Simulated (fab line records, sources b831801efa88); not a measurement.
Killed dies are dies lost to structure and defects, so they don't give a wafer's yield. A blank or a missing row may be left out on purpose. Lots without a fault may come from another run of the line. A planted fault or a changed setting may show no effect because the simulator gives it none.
Problem report in the 8D (eight disciplines) form, filled by code | flow gf180mcu | the parts of the form that need people (team, actions taken, sign-off) are left out

1. THE PROBLEM
MIM_ALCU_RS at GF_MIM_RS_MEAS_10 reads a mean of 0.2072 ohm/sq on 2 wafers of 1 lot; wafers without a fault read 0.1599 ohm/sq with a standard deviation of 0.0019. That is +25 standard deviations from the usual mean.
The step: measures by four-point-probe.
First seen on wafer L487.2, day 28 16:04, on film_metro-02. The record holds 33 wafers of 11 lots with a number at this step. Rule for "out", or "out of limits": more than 4 standard deviations from the usual mean. The other wafers with a number count as sound.

2. WHAT IT IS AND WHAT IT IS NOT
question                    | is                | is not
which readings at this step | MIM_ALCU_RS       | -
which lots                  | L487              | L475, L476, L478, L480, L481, L482, L492, L496, L497, L498
which wafers of those lots  | L487.2, L487.6    | L487.3
read on which gauges        | film_metro-02     | film_metro-01, film_metro-04
when                        | from day 28 16:04 | up to then (19 sound wafers); but 12 sound wafers of L492, L496, L497, L498 came after

3. SUSPECTS, AND WHAT RULES EACH OUT
Counting: a tool at a process step up to the reading stays a suspect if it ran every lot that is out. Sound lots after the first of them don't rule it out here, since some wafers of a struck lot are sound.
- the gauge at GF_MIM_RS_MEAS_10: ruled out. All the wafers that are out were read on film_metro-02, but those of them that GF_MIM_METAL_ETCH_19 has rows for are out there too, on other tools.
- pvd_sputter-01 at GF_MIM_SPUTTER_08 (material AlCu, target thk 200 nm, time 10.6 s): kept. It ran the lot that is out, L487 (day 28 15:59); its last sound lot up to then is L482 (day 27 11:01).
Left after counting: pvd_sputter-01 at GF_MIM_SPUTTER_08.

4. THE CAUSE (what the simulator had put in)
Process parameter drift: pvd_sputter-01, from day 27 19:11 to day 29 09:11, at GF_MIM_SPUTTER_08. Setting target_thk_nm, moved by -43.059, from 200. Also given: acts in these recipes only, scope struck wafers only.
Counting left only this tool.

5. THE CHAIN OF EFFECTS, in route order
Each row: a reading whose mean over the struck wafers that have a number lies more than 3 standard deviations from the usual. Only readings for which the record gives a usual standard deviation are gone through. hours: the time from each lot's start at the first step in this table that gives one to its start at this step, as a median over the lots. sigmas: the change in usual standard deviations.
hours | step                 | reading            | usual         | on struck wafers | change  | sigmas
0     | GF_MIM_RS_MEAS_10    | MIM_ALCU_RS        | 0.1599 ohm/sq | 0.2072           | +0.0473 | +25
0     | GF_MIM_THK_MEAS_11   | MIM_ALCU_THK       | 201.9 nm      | 157.8            | -44.2   | -17
20    | GF_MIM_METAL_ETCH_19 | oes_product_au     | 0.942 a.u.    | 0.858            | -0.084  | -13
20    | GF_MIM_METAL_ETCH_19 | throttle_valve_pct | 28.284 %      | 28.371           | +0.087  | +8.0
The process steps in it:
- GF_MIM_METAL_ETCH_19: etches the open film in Cl2/BCl3, stops on Si3N4, target depth 324.5 nm, time 54.1 s.

6. WHAT WOULD HAVE CAUGHT IT SOONER
In this record the first reading out of limits at a measuring or inspecting step was taken at day 28 16:04, 21 hours after the fault began at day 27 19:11.
Of the tool readings at GF_MIM_SPUTTER_08 for which the record gives a usual standard deviation, none was out on any struck wafer, so an alarm limit of 4 standard deviations on them would not have fired.
All the lots that are out (1) had begun GF_MIM_SPUTTER_08 on pvd_sputter-01 by day 28 16:04. A hold on the tool at that time would have spared none of them.
